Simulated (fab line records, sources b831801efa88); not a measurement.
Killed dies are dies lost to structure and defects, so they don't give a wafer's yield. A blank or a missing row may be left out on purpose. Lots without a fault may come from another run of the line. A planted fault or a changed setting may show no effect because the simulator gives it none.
Chamber matching | flow sky130 | SKY_PASSIVATION_CVD_02 on pecvd-03: 3 sister chambers
The step deposits Si3N4, target thk 540 nm. 3 wafers are shown with their chamber, then 8 later ones without.

WAFERS WITH THEIR CHAMBER
wafer  | chamber | heater_power_w (W)
L089.4 | 1       | 759
L090.2 | 2       | 753
L094.2 | 0       | 542

WAFERS WITHOUT THEIR CHAMBER
wafer  | heater_power_w (W)
L094.3 | 739
L094.4 | 561
L095.1 | 538
L095.2 | 664
L095.3 | 736
L095.4 | 747
L095.5 | 685
L095.6 | 552

WHICH CHAMBER EACH WENT THROUGH
wafer  | from the rows above          | in truth
L094.3 | can't be placed: 2 or 1      | 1
L094.4 | 0                            | 0
L095.1 | 0                            | 0
L095.2 | can't be placed: 2 or 1 or 0 | 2
L095.3 | can't be placed: 2 or 1      | 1
L095.4 | can't be placed: 2 or 1      | 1
L095.5 | can't be placed: 2 or 1 or 0 | 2
L095.6 | 0                            | 0
Placed correctly: 3 of 8. Can't be placed from these rows: 5 (the true chamber is among the candidates in 5). Placed wrongly: 0.
How it was worked out, from the rows above alone: a wafer's distance from a chamber is the root of the sum, over the readings, of the square of ((its reading less the chamber's mean) divided by the reading's scatter). The wafer belongs to the nearest chamber; if the next one is less than 2 further off, it can't be placed. A chamber's mean is the mean of its shown wafers. The scatter: with one shown wafer a chamber, the root of the mean of the squares of how far each hidden wafer lies from its nearest shown one.
